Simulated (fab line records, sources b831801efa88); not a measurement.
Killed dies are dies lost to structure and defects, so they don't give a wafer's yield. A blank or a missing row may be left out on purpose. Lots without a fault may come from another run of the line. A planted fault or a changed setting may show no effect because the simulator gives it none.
Which tool did it? | flow sky130 | 12 lots, 36 wafers sampled, at 5 steps of a route of 708

WHAT THE GAUGES READ, wafer by wafer
The record holds no reading of a measuring or inspecting step that can be judged against a usual standard deviation.

WHICH TOOL RAN EACH LOT (tool, then ch and the chambers of the sampled wafers, then the start)
lot  | SKY_DNWELL_STRIP_08                 | SKY_NWELL_IMPLANT_24            | SKY_NWELL_RTA_28                 | SKY_VT_ADJUST_HVTP_STRIP_10          | SKY_PAD_OPEN_PROBE_99
L590 | plasma_asher-01 ch 0,1, day 3 19:32 | implanter-04 ch 0, day 5 20:42  | rtp_anneal-01 ch 0, day 5 21:04  | plasma_asher-01 ch 0,1, day 6 14:40  | prober-01, day 46 12:16
L591 | plasma_asher-02 ch 0,1, day 3 19:53 | implanter-04 ch 0, day 5 21:49  | rtp_anneal-02 ch 0, day 5 22:10  | plasma_asher-04 ch 0,1, day 6 16:28  | prober-02, day 46 13:36
L592 | plasma_asher-04 ch 0,1, day 3 22:45 | implanter-02 ch 0, day 6 01:00  | rtp_anneal-01 ch 0, day 6 01:21  | plasma_asher-03 ch 0,1, day 6 20:19  | prober-01, day 46 15:25
L593 | plasma_asher-01 ch 0,1, day 4 06:48 | implanter-02 ch 0, day 6 10:23  | rtp_anneal-02 ch 0, day 6 10:45  | plasma_asher-04 ch 0, day 7 06:49    | prober-02, day 47 00:07
L596 | plasma_asher-01 ch 0,1, day 5 06:05 | implanter-01 ch 0, day 7 14:50  | rtp_anneal-01 ch 0, day 7 15:10  | plasma_asher-04 ch 0,1, day 8 12:01  | prober-01, day 48 04:49
L597 | plasma_asher-01 ch 0,1, day 5 13:40 | implanter-01 ch 0, day 7 23:02  | rtp_anneal-02 ch 0, day 7 23:24  | plasma_asher-04 ch 1, day 8 20:29    | prober-01, day 48 14:10
L598 | plasma_asher-02 ch 0,1, day 5 13:41 | implanter-02 ch 0, day 8 00:42  | rtp_anneal-01 ch 0, day 8 01:04  | plasma_asher-04 ch 0,1, day 8 22:13  | prober-02, day 48 10:41
L601 | plasma_asher-01 ch 0,1, day 6 08:27 | implanter-01 ch 0, day 8 22:02  | rtp_anneal-02 ch 0, day 8 22:23  | plasma_asher-01 ch 0,1, day 9 20:28  | prober-02, day 49 06:39
L604 | plasma_asher-02 ch 0,1, day 6 18:59 | implanter-01 ch 0, day 9 10:13  | rtp_anneal-01 ch 0, day 9 10:35  | plasma_asher-03 ch 0,1, day 10 09:32 | prober-01, day 50 02:09
L606 | plasma_asher-04 ch 0,1, day 7 07:58 | implanter-01 ch 0, day 9 22:31  | rtp_anneal-02 ch 0, day 9 22:52  | plasma_asher-04 ch 1, day 10 22:32   | prober-01, day 50 05:12
L608 | plasma_asher-02 ch 0,1, day 7 17:48 | implanter-04 ch 0, day 10 11:05 | rtp_anneal-02 ch 0, day 10 11:26 | plasma_asher-04 ch 0,1, day 11 10:37 | prober-01, day 50 08:39
L610 | plasma_asher-01 ch 0,1, day 8 00:59 | implanter-02 ch 0, day 10 18:45 | rtp_anneal-02 ch 0, day 10 19:07 | plasma_asher-03 ch 0,1, day 11 19:42 | prober-01, day 50 20:42
- SKY_DNWELL_STRIP_08: strips in O2/N2.
- SKY_NWELL_IMPLANT_24
- SKY_NWELL_RTA_28: time 30 s.
- SKY_VT_ADJUST_HVTP_STRIP_10: strips in O2/N2.
- SKY_PAD_OPEN_PROBE_99

WHAT THE TOOLS THEMSELVES READ (means of the sampled wafers that have a number; where no wafer has one, the mark that the record gives instead)
SKY_DNWELL_STRIP_08. Usual: drypump_motor_current_A 5.5 A, standard deviation 0.52; oes_product_au 0.723 a.u., standard deviation 0.0042; strip_time_to_endpoint_s 36.90 s, standard deviation 0.081.
lot  | tool            | drypump_motor_current_A (A) | oes_product_au (a.u.) | strip_time_to_endpoint_s (s) | flag
L590 | plasma_asher-01 | 5.5                         | 0.720                 | 36.94                        |
L591 | plasma_asher-02 | 5.9                         | 0.726                 | 36.91                        |
L592 | plasma_asher-04 | 5.4                         | 0.720                 | 36.94                        |
L593 | plasma_asher-01 | 5.5                         | 0.723                 | 36.90                        |
L596 | plasma_asher-01 | 5.5                         | 0.718                 | 36.80                        |
L597 | plasma_asher-01 | 5.5                         | 0.723                 | 37.03                        |
L598 | plasma_asher-02 | 6.0                         | 0.723                 | 36.90                        |
L601 | plasma_asher-01 | 5.5                         | 0.718                 | 36.84                        |
L604 | plasma_asher-02 | 6.0                         | 0.724                 | 37.01                        |
L606 | plasma_asher-04 | 5.4                         | 0.724                 | 36.94                        |
L608 | plasma_asher-02 | 6.0                         | 0.726                 | 36.90                        |
L610 | plasma_asher-01 | 5.1                         | 0.723                 | 36.92                        |

SKY_NWELL_IMPLANT_24. Usual: beam_energy_keV 140.01, standard deviation 0.043; beam_on_s 10.01 s, standard deviation 0.21.
lot  | tool         | beam_energy_keV | beam_on_s (s) | flag
L590 | implanter-04 | 139.99          | 9.99          |
L591 | implanter-04 | 140.03          | 10.03         |
L592 | implanter-02 | 139.98          | 10.12         |
L593 | implanter-02 | 140.06          | 10.14         |
L596 | implanter-01 | 140.01          | 10.22         |
L597 | implanter-01 | 139.98          | 10.17         |
L598 | implanter-02 | 139.99          | 9.87          |
L601 | implanter-01 | 140.00          | 9.89          |
L604 | implanter-01 | 147.50          | 10.20         | OFF
L606 | implanter-01 | 147.49          | 9.77          | OFF
L608 | implanter-04 | 139.98          | 9.85          |
L610 | implanter-02 | 139.99          | 10.19         |

SKY_NWELL_RTA_28. Usual: anneal_temp_c_max 1056.8, standard deviation 2.8; lamp_power_pct 25.31 %, standard deviation 0.052; wafer_temp_C_max 1055.0, standard deviation 1.1.
lot  | tool          | anneal_temp_c_max | lamp_power_pct (%) | wafer_temp_C_max | flag
L590 | rtp_anneal-01 | 1061.0            | 25.29              | 1055.3           |
L591 | rtp_anneal-02 | 1054.3            | 25.32              | 1054.0           |
L592 | rtp_anneal-01 | 1059.2            | 25.27              | 1055.6           |
L593 | rtp_anneal-02 | 1054.6            | 25.31              | 1053.8           |
L596 | rtp_anneal-01 | 1060.8            | 25.33              | 1055.1           |
L597 | rtp_anneal-02 | 1053.5            | 25.34              | 1055.2           |
L598 | rtp_anneal-01 | 1059.4            | 25.28              | 1054.5           |
L601 | rtp_anneal-02 | 1054.1            | 25.29              | 1054.9           |
L604 | rtp_anneal-01 | 1060.0            | 25.33              | 1054.5           |
L606 | rtp_anneal-02 | 1055.4            | 25.25              | 1054.2           |
L608 | rtp_anneal-02 | 1055.2            | 25.34              | 1054.7           |
L610 | rtp_anneal-02 | 1054.7            | 25.27              | 1055.4           |

SKY_VT_ADJUST_HVTP_STRIP_10. Usual: drypump_motor_current_A 5.36 A, standard deviation 0.28; oes_product_au 0.715 a.u., standard deviation 0.0045; strip_time_to_endpoint_s 14.18 s, standard deviation 0.04.
lot  | tool            | drypump_motor_current_A (A) | oes_product_au (a.u.) | strip_time_to_endpoint_s (s) | flag
L590 | plasma_asher-01 | 5.12                        | 0.717                 | 14.10                        |
L591 | plasma_asher-04 | 5.41                        | 0.717                 | 14.15                        |
L592 | plasma_asher-03 | 5.26                        | 0.718                 | 14.16                        |
L593 | plasma_asher-04 | 5.59                        | 0.715                 | 14.12                        |
L596 | plasma_asher-04 | 5.47                        | 0.712                 | 14.18                        |
L597 | plasma_asher-04 | 5.34                        | 0.718                 | 14.13                        |
L598 | plasma_asher-04 | 5.39                        | 0.717                 | 14.17                        |
L601 | plasma_asher-01 | 5.10                        | 0.713                 | 14.20                        |
L604 | plasma_asher-03 | 5.23                        | 0.713                 | 14.20                        |
L606 | plasma_asher-04 | 5.31                        | 0.713                 | 14.16                        |
L608 | plasma_asher-04 | 5.48                        | 0.714                 | 14.20                        |
L610 | plasma_asher-03 | 5.26                        | 0.721                 | 14.21                        |

SKY_PAD_OPEN_PROBE_99. Usual: killed_at_M0_to_M3 43, standard deviation 7.2; killed_at_M4_up 3.1, standard deviation 1.8; killed_at_contacts 24, standard deviation 5.4; killed_at_front_end 15, standard deviation 4.4; killed_at_other 0.4, standard deviation 0.56; killed_dies 86, standard deviation 9.3; killed_on_rim 17, standard deviation 3.6; killed_open 47, standard deviation 6.9; killed_short 39, standard deviation 6.6.
lot  | tool      | killed_at_M0_to_M3 | killed_at_M4_up | killed_at_contacts | killed_at_front_end | killed_at_other | killed_dies | killed_on_rim | killed_open | killed_short | flag
L590 | prober-01 | 39                 | 4.0             | 22                 | 16                  | 0.3             | 82          | 17            | 46          | 36           |
L591 | prober-02 | 43                 | 4.0             | 21                 | 15                  | 0.3             | 83          | 19            | 41          | 42           |
L592 | prober-01 | 49                 | 4.7             | 26                 | 19                  | 0.3             | 99          | 20            | 51          | 48           |
L593 | prober-02 | 43                 | 1.7             | 20                 | 16                  | 0.7             | 82          | 16            | 43          | 39           |
L596 | prober-01 | 43                 | 3.0             | 28                 | 11                  | 1.0             | 86          | 18            | 47          | 39           |
L597 | prober-01 | 43                 | 2.7             | 34                 | 13                  | 0.3             | 92          | 20            | 54          | 37           |
L598 | prober-02 | 44                 | 2.7             | 26                 | 14                  | 0.0             | 87          | 14            | 50          | 37           |
L601 | prober-02 | 41                 | 3.0             | 29                 | 13                  | 0.7             | 87          | 20            | 53          | 33           |
L604 | prober-01 | 45                 | 3.3             | 27                 | 17                  | 0.7             | 92          | 19            | 49          | 43           |
L606 | prober-01 | 37                 | 2.7             | 27                 | 13                  | 0.0             | 79          | 16            | 48          | 30           |
L608 | prober-01 | 45                 | 2.7             | 22                 | 9                   | 0.0             | 79          | 15            | 47          | 32           |
L610 | prober-01 | 39                 | 5.3             | 28                 | 11                  | 0.7             | 84          | 14            | 43          | 40           |

THE ANSWER, worked out from the rows above alone
Rule: a lot is off if the mean of its wafers that have a number lies more than 3 standard deviations from the usual mean. A lot without any number at a reading at which 4 lots or more have one is off too. The other lots that the step has rows for count as sound. The gauges are gone through in route order, then the tools' own readings, and for those a lot's mean is taken as printed above. The first step at which some lot is off is used, and at that step the reading that is off furthest; a lot without a number counts as furthest.
Off: L604, L606, at SKY_NWELL_IMPLANT_24 (beam_energy_keV).
A tool fits if, at that step or a process step before it, it ran every lot that is off, and no sound lot after the first of them. One fits: implanter-01 at SKY_NWELL_IMPLANT_24. Its last sound lot is L601 (day 8 22:02), its first lot that is off L604 (day 9 10:13): a fault that began between those two fits.
The tool's own readings at SKY_NWELL_IMPLANT_24 bear it out: on the lots that are off they differ by more than 5 times the standard deviation of the sound lots' means. beam_energy_keV reads 147.50 there against 140.00 on the sound lots.

WHAT THE SIMULATOR HAD PUT IN
Process parameter drift: implanter-01, from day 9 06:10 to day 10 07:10, at SKY_NWELL_IMPLANT_24. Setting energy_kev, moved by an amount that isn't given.
Lots struck among those shown: L604, L606. The rule above found the same.
